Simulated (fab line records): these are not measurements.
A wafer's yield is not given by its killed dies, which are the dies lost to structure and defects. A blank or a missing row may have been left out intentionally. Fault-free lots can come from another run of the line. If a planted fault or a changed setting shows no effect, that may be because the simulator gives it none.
Struck lot and sound lot, side by side	flow gf180mcu	15 steps out of a route of 602
Sound: the wafers L453.2, L453.5, L453.6. Wafers struck: L468.3, L468.4, L468.5. The cause is named last.
Each step with rows lists, per side, the tool, then ch with its chambers, then its first start. Under that, the readings that differ: sound wafers	struck wafers	difference of the means	sigmas: that difference in standard deviations of wafers without a fault.
alike: words and numbers the same on both sides, and readings whose means are apart by under 2 such deviations; not compared: readings that were withheld, readings missing a value for some wafer, numbers with overlapping values and no deviation given by the record, and bounds like >300 which may hide the same value.
A row with sigmas, a row that says differs or no value, or rows on one side alone: a step with any of these is where the two part. Numbers that have no deviation but don't overlap get no sigmas and don't part them. Lack of a reading on every wafer of one side parts them only where that side has two or more wafers.

first, 1 step without rows for these wafers: GF_POLY_GATE_CVD_00 (deposits poly-Si, target thk 200 nm, time 1200 s).
GF_POLY_GATE_THK_MEAS_01:
  sound on film-metro-03 at day 8 17:52; struck on film-metro-04 at day 13 00:56
reading	sound	struck	difference	sigmas
POLY_GATE_CVD_00_THK (nm)	201.1 200.1 199.3	194.5 196.2 196.3	-4.5	-2
then, 8 steps without rows for these wafers: GF_POLY_GATE_DEHYDRATE_02 (time 60 s); GF_POLY_GATE_HMDS_03 (prime time 60 s); GF_POLY_GATE_COAT_04; GF_POLY_GATE_COAT_05 (resist thk 700 nm); GF_POLY_GATE_SOFTBAKE_06 (time 60 s); GF_POLY_GATE_EXPOSE_07 (exposes mask Poly2, target cd 280 nm); GF_POLY_GATE_PEB_08 (peb time 90 s); GF_POLY_GATE_DEVELOP_09 (develop time 60 s).
GF_POLY_GATE_CD_MEAS_10 targets a cd of 280 nm.
  sound on cd-sem-02 at day 9 07:26; struck on cd-sem-02 at day 13 20:59
  alike: cd-nm
GF_POLY_GATE_OVL_MEAS_11:
  sound on overlay-02 at day 9 07:32; struck on overlay-01 at day 13 21:05
  alike: POLY_GATE_OVL
GF_POLY_GATE_ETCH_12: etches BARC in N2/H2.
  sound on rie-diel-03 ch 1,2, day 9 07:34; struck on rie-diel-03 ch 2,3, day 13 21:07
reading	sound	struck	difference	sigmas
bias-w (W)	100.18 100.50 100.30	99.60 99.71 99.74	-0.64	-3
rf-fwd-power-W (W)	494.0 494.3 495.8	412.0 415.2 417.5	-79.8	-40
  alike: drypump-motor-current-A, oes-product-au, throttle-valve-pct
GF_POLY_GATE_ETCH_13: etches poly-Si in HBr/Cl2, stops on SiO2, target depth 198.5 nm, time 69.6 s.
  sound on rie-si-02 ch 1,2, day 9 07:37; struck on rie-si-01 ch 0,2, day 13 21:11
  alike: bias-w, drypump-motor-current-A, oes-product-au, rf-fwd-power-W, throttle-valve-pct
  not compared: rf-hours-counter-h
-- the record jumps here: 20 days lie between the struck wafers' starts before and after (it left off in module POLY_GATE and takes up again in module PASSIVATION, whose first step shown is number 602 of the route) --
GF_PASSIVATION_PROBE_99:
  rows exist in the record for the struck wafers here (prober-01, day 33 13:13), but not for the sound ones

WHERE THEY PART
Earliest at GF_POLY_GATE_THK_MEAS_01; latest, in this record, at GF_PASSIVATION_PROBE_99.

WHY: whatever the simulator had introduced
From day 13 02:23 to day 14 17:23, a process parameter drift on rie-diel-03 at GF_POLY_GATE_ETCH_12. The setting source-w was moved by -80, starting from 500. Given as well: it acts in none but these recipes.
